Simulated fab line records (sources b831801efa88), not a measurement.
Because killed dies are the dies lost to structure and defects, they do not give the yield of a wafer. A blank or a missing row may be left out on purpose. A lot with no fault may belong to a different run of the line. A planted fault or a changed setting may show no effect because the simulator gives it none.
Problem report, 8D (eight disciplines) form, completed by code :: flow sky130 :: the parts of the form that need people (team, actions taken, sign-off) are left out

## 1. WHAT WENT WRONG
Wafers without a fault read 899.3 C, standard deviation 1.5; spikeTcCentreC at SKY_SONOS_ONO_CVD_04 reads a mean of 916.0 C on 9 wafers belonging to 3 lots. Relative to the usual mean, that is a shift of +11 standard deviations.
The step: deposits SiO2 from SiH4/N2O, target thk 5.7199 nm.
Seen first at day 13 02:31 on lpcvd-03, wafer L117.1. Wafers with a number at this step in the record: 36, from 12 lots. Rule for "out", or "out of limits": more than 4 standard deviations from the usual mean. The rest of the wafers with a number are treated as sound.

## 2. WHAT IT IS; WHAT IT IS NOT
question: which readings at this step
is: spikeTcCentreC, zonePowerCentrePct
is not: -

question: which lots
is: L117, L118, L119
is not: L113, L114, L115, L126, L128, L131, L132, L135, L136

question: which wafers of those lots
is: all that have a number
is not: -

question: read on which tools
is: lpcvd-03
is not: -

question: when
is: from day 13 02:31
is not: up to then (9 sound wafers); but 18 sound wafers of L126, L128, L131, L132, L135, L136 came after

## 3. SUSPECTS, AND WHAT RULES EACH OUT
Counting: a tool at any process step up to the reading remains a suspect when it ran all the lots that are out and ran no sound lot after the first of those.
- plasmaAsher-04 at SKY_VT_ADJUST_PCH_STRIP_09 (strips in O2/N2): ruled out as a lasting fault. The sound lots L132, L135, L136 went through it after L117, its earliest lot that is out (day 11 21:55).
- lpcvd-03 at SKY_SONOS_ONO_CVD_04 (deposits SiO2 from SiH4/N2O, target thk 5.7199 nm): ruled out as a lasting fault. The sound lots L126, L128, L131, L132, L135, L136 went through it after L117, its earliest lot that is out (day 13 02:31).
Left after counting: nothing in the record.

## 4. THE CAUSE (what the simulator had put in)
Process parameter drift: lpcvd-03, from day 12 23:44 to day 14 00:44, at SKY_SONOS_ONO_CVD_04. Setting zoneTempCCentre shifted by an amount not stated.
Counting ruled it out, wrongly.

## 5. THE CHAIN OF EFFECTS, in route order
Each row: a reading where the mean over the struck wafers with a number is more than 3 standard deviations away from the usual. Only readings for which the record gives a usual standard deviation are gone through. hours: the time from each lot's start at the first step in this table that gives one to its start at this step, as a median over the lots. sigmas: the change in usual standard deviations.
hours: 0
step: SKY_SONOS_ONO_CVD_04
reading: spikeTcCentreC
usual: 899.3 C
on struck wafers: 916.0
change: +16.7
sigmas: +11

hours: 0
step: SKY_SONOS_ONO_CVD_04
reading: zonePowerCentrePct
usual: 17.5 %
on struck wafers: 24.9
change: +7.4
sigmas: +4.9

hours: 0
step: SKY_SONOS_ONO_CVD_04
reading: zonePowerUpperPct
usual: 16.7 %
on struck wafers: 13.0
change: -3.7
sigmas: -3.3
Here are the process steps it includes:
- SKY_SONOS_ONO_CVD_04: deposits SiO2 from SiH4/N2O, target thk 5.7199 nm.

## 6. WHAT WOULD HAVE CAUGHT IT SOONER
The fault began at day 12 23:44; the first out-of-limits reading in this record came at day 13 02:31, 3 hours later.
